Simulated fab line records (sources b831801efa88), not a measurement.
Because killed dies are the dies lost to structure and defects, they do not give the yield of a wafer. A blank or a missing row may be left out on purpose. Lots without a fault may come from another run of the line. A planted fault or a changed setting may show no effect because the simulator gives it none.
Which tool is to blame? / flow gf180mcu / 11 lots with 33 wafers sampled at 6 steps, on a route of 602 steps

WHAT THE GAUGES SHOWED, per wafer
GF_DUAL_GATE_THK_MEAS_03. Usual: DUAL_GATE_OXIDATION_00_THK typically reads 10.87 nm, with standard deviation 0.19.
lot=L632; measured=day 7 11:50; on=film_metro-02; DUAL_GATE_OXIDATION_00_THK (nm)=10.84 10.93 10.76; flag=
lot=L634; measured=day 8 00:07; on=film_metro-02; DUAL_GATE_OXIDATION_00_THK (nm)=10.70 10.71 10.75; flag=
lot=L636; measured=day 8 20:31; on=film_metro-03; DUAL_GATE_OXIDATION_00_THK (nm)=10.90 11.02 10.98; flag=
lot=L637; measured=day 9 07:34; on=film_metro-02; DUAL_GATE_OXIDATION_00_THK (nm)=10.91 10.73 10.70; flag=
lot=L638; measured=day 9 22:07; on=film_metro-03; DUAL_GATE_OXIDATION_00_THK (nm)=11.07 11.10 11.06; flag=
lot=L646; measured=day 11 16:01; on=film_metro-02; DUAL_GATE_OXIDATION_00_THK (nm)=10.70 10.72 10.65; flag=
lot=L647; measured=day 12 01:38; on=film_metro-04; DUAL_GATE_OXIDATION_00_THK (nm)=10.84 10.83 11.04; flag=
lot=L651; measured=day 13 00:03; on=film_metro-03; DUAL_GATE_OXIDATION_00_THK (nm)=10.79 10.76 10.90; flag=
lot=L652; measured=day 13 04:58; on=film_metro-04; DUAL_GATE_OXIDATION_00_THK (nm)=11.12 10.86 11.17; flag=
lot=L653; measured=day 13 13:25; on=film_metro-03; DUAL_GATE_OXIDATION_00_THK (nm)=10.61 10.67 10.71; flag=
lot=L654; measured=day 13 20:59; on=film_metro-02; DUAL_GATE_OXIDATION_00_THK (nm)=11.01 10.94 10.73; flag=

GF_HV_LDD_TW_MEAS_50. Usual: HV_LDD_4_TW typically reads 568, with standard deviation 6.3.
lot=L632; measured=day 12 01:53; on=film_metro-03; HV_LDD_4_TW=571 573 574; flag=
lot=L634; measured=day 12 17:50; on=film_metro-04; HV_LDD_4_TW=570 569 571; flag=
lot=L636; measured=day 13 18:10; on=film_metro-01; HV_LDD_4_TW=557 556 556; flag=
lot=L637; measured=day 14 12:19; on=film_metro-01; HV_LDD_4_TW=556 557 560; flag=
lot=L638; measured=day 15 00:28; on=film_metro-01; HV_LDD_4_TW=565 560 562; flag=
lot=L646; measured=day 17 03:19; on=film_metro-01; HV_LDD_4_TW=565 566 564; flag=
lot=L647; measured=day 17 15:46; on=film_metro-03; HV_LDD_4_TW=580 579 575; flag=
lot=L651; measured=day 18 19:42; on=film_metro-04; HV_LDD_4_TW=569 567 568; flag=
lot=L652; measured=day 19 05:52; on=film_metro-03; HV_LDD_4_TW=572 575 572; flag=
lot=L653; measured=day 19 09:45; on=film_metro-04; HV_LDD_4_TW=570 566 568; flag=
lot=L654; measured=day 19 18:28; on=film_metro-03; HV_LDD_4_TW=572 568 571; flag=

GF_V1_RS_MEAS_24: measurement is done with a four-point probe. Usual: V1_W_RS typically reads 0.329 ohm/sq, with standard deviation 0.0036.
lot=L632; measured=day 17 20:53; on=film_metro-04; V1_W_RS (ohm/sq)=0.326 0.332 0.326; flag=
lot=L634; measured=day 18 12:49; on=film_metro-02; V1_W_RS (ohm/sq)=0.328 0.335 0.324; flag=
lot=L636; measured=day 19 17:48; on=film_metro-03; V1_W_RS (ohm/sq)=0.324 0.335 0.329; flag=
lot=L637; measured=day 20 14:16; on=film_metro-03; V1_W_RS (ohm/sq)=0.257 0.332 0.331 0.256 0.332 0.332; flag=OFF
lot=L638; measured=day 21 04:14; on=film_metro-02; V1_W_RS (ohm/sq)=0.324 0.251 0.323 0.325 0.251 0.323; flag=OFF
lot=L646; measured=day 23 11:27; on=film_metro-02; V1_W_RS (ohm/sq)=0.334 0.332 0.333; flag=
lot=L647; measured=day 23 23:40; on=film_metro-03; V1_W_RS (ohm/sq)=0.329 0.328 0.329; flag=
lot=L651; measured=day 25 01:55; on=film_metro-03; V1_W_RS (ohm/sq)=0.320 0.328 0.325; flag=
lot=L652; measured=day 25 10:47; on=film_metro-04; V1_W_RS (ohm/sq)=0.328 0.332 0.334; flag=
lot=L653; measured=day 25 11:46; on=film_metro-04; V1_W_RS (ohm/sq)=0.330 0.327 0.329; flag=
lot=L654; measured=day 25 20:37; on=film_metro-04; V1_W_RS (ohm/sq)=0.332 0.329 0.327; flag=

GF_V1_THK_MEAS_25: measures by xrf. Usual: V1_W_THK typically reads 342 nm, with standard deviation 4.7.
lot=L632; measured=day 17 20:59; on=film_metro-04; V1_W_THK (nm)=348 340 344; flag=
lot=L634; measured=day 18 12:55; on=film_metro-02; V1_W_THK (nm)=338 333 345; flag=
lot=L636; measured=day 19 17:55; on=film_metro-03; V1_W_THK (nm)=343 334 337; flag=
lot=L637; measured=day 20 18:02; on=film_metro-03; V1_W_THK (nm)=434 339 338 432 339 339; flag=OFF
lot=L638; measured=day 21 08:16; on=film_metro-02; V1_W_THK (nm)=346 441 347 344 440 345; flag=OFF
lot=L646; measured=day 23 11:34; on=film_metro-02; V1_W_THK (nm)=333 335 332; flag=
lot=L647; measured=day 23 23:46; on=film_metro-03; V1_W_THK (nm)=341 344 342; flag=
lot=L651; measured=day 25 02:01; on=film_metro-03; V1_W_THK (nm)=348 341 344; flag=
lot=L652; measured=day 25 10:54; on=film_metro-04; V1_W_THK (nm)=348 342 341; flag=
lot=L653; measured=day 25 11:53; on=film_metro-04; V1_W_THK (nm)=344 349 348; flag=
lot=L654; measured=day 25 20:43; on=film_metro-04; V1_W_THK (nm)=342 349 349; flag=

WHICH TOOL RAN EACH LOT (tool, then ch and the chambers of the sampled wafers, then the start)
lot=L632; GF_CONTACT_ETCH_17=rie_diel-04 ch 0,1,3, day 17 20:45 or earlier; GF_V1_CVD_23=cvd_w-01 ch 0,1, day 17 20:45
lot=L634; GF_CONTACT_ETCH_17=rie_diel-04 ch 1,2,3, day 18 12:41 or earlier; GF_V1_CVD_23=cvd_w-01 ch 0,1, day 18 12:41
lot=L636; GF_CONTACT_ETCH_17=rie_diel-01 ch 0,2,3, day 19 17:41 or earlier; GF_V1_CVD_23=cvd_w-01 ch 0,1, day 19 17:41
lot=L637; GF_CONTACT_ETCH_17=rie_diel-03 ch 0,1,3, day 20 14:08 or earlier; GF_V1_CVD_23=cvd_w-01 ch 0, day 20 14:08
lot=L638; GF_CONTACT_ETCH_17=rie_diel-03 ch 0,1,3, day 21 04:07 or earlier; GF_V1_CVD_23=cvd_w-01 ch 0,1, day 21 04:07
lot=L646; GF_CONTACT_ETCH_17=rie_diel-04 ch 0,1,3, day 23 11:20 or earlier; GF_V1_CVD_23=cvd_w-01 ch 0,1, day 23 11:20
lot=L647; GF_CONTACT_ETCH_17=rie_diel-01 ch 0,1,3, day 23 23:32 or earlier; GF_V1_CVD_23=cvd_w-01 ch 0,1, day 23 23:32
lot=L651; GF_CONTACT_ETCH_17=rie_diel-01 ch 0,3, day 25 01:47 or earlier; GF_V1_CVD_23=cvd_w-01 ch 0,1, day 25 01:47
lot=L652; GF_CONTACT_ETCH_17=rie_diel-03 ch 0,1,3, day 25 10:39 or earlier; GF_V1_CVD_23=cvd_w-01 ch 0,1, day 25 10:39
lot=L653; GF_CONTACT_ETCH_17=rie_diel-01 ch 0,2,3, day 25 11:40 or earlier; GF_V1_CVD_23=cvd_w-01 ch 0,1, day 25 11:40
lot=L654; GF_CONTACT_ETCH_17=rie_diel-04 ch 0,1, day 25 20:24 or earlier; GF_V1_CVD_23=cvd_w-01 ch 1, day 25 20:24
- GF_CONTACT_ETCH_17: etches SiO2 in C4F8/O2/Ar, stops on CoSi2, target depth 860 nm.
- GF_V1_CVD_23: deposits W, target thk 350 nm, time 105.05 s.

AS READ BY THE TOOLS THEMSELVES (means over the sampled wafers that have a number; for cases with no such wafer, the mark the record gives instead)
GF_CONTACT_ETCH_17. Usual: oes_product_au at 0.815 a.u., with a standard deviation of 0.0052.
lot=L632; tool=rie_diel-04; oes_product_au (a.u.)=0.816; flag=
lot=L634; tool=rie_diel-04; oes_product_au (a.u.)=0.816; flag=
lot=L636; tool=rie_diel-01; oes_product_au (a.u.)=0.815; flag=
lot=L637; tool=rie_diel-03; oes_product_au (a.u.)=0.814; flag=
lot=L638; tool=rie_diel-03; oes_product_au (a.u.)=0.819; flag=
lot=L646; tool=rie_diel-04; oes_product_au (a.u.)=0.818; flag=
lot=L647; tool=rie_diel-01; oes_product_au (a.u.)=0.817; flag=
lot=L651; tool=rie_diel-01; oes_product_au (a.u.)=0.812; flag=
lot=L652; tool=rie_diel-03; oes_product_au (a.u.)=0.821; flag=
lot=L653; tool=rie_diel-01; oes_product_au (a.u.)=0.819; flag=
lot=L654; tool=rie_diel-04; oes_product_au (a.u.)=0.815; flag=

GF_V1_CVD_23. Usual: heater_power_w at 840 W, with a standard deviation of 120.
lot=L632; tool=cvd_w-01; heater_power_w (W)=904; flag=
lot=L634; tool=cvd_w-01; heater_power_w (W)=897; flag=
lot=L636; tool=cvd_w-01; heater_power_w (W)=890; flag=
lot=L637; tool=cvd_w-01; heater_power_w (W)=750; flag=
lot=L638; tool=cvd_w-01; heater_power_w (W)=896; flag=
lot=L646; tool=cvd_w-01; heater_power_w (W)=826; flag=
lot=L647; tool=cvd_w-01; heater_power_w (W)=905; flag=
lot=L651; tool=cvd_w-01; heater_power_w (W)=918; flag=
lot=L652; tool=cvd_w-01; heater_power_w (W)=912; flag=
lot=L653; tool=cvd_w-01; heater_power_w (W)=906; flag=
lot=L654; tool=cvd_w-01; heater_power_w (W)=989; flag=

THE ANSWER, worked out from the rows above alone
Rule: take the mean of a lot's wafers that have a number; if it is more than 3 standard deviations from the usual mean, the lot is off. Also off: a lot with no number at a reading for which 4 or more lots have one. Where the step has rows for the other lots, those lots are counted as sound. Order of review: gauges by route order, followed by the tools' own readings, for which a lot's mean as printed above is used. The first step at which some lot is off is used, and at that step the reading that is off furthest; a lot without a number counts as furthest.
Off: at GF_V1_RS_MEAS_24 (V1_W_RS), L637, L638.
A tool fits if, at a process step before that reading, it ran every lot that is off, and no sound lot after the first of them. Gauges at GF_V1_RS_MEAS_24: tried the same way as those tools. With no start given for some of its lots, GF_CONTACT_ETCH_17 uses the hours and lot order of GF_V1_CVD_23. No candidate that was tried fits.

WHAT THE SIMULATOR HAD PUT IN
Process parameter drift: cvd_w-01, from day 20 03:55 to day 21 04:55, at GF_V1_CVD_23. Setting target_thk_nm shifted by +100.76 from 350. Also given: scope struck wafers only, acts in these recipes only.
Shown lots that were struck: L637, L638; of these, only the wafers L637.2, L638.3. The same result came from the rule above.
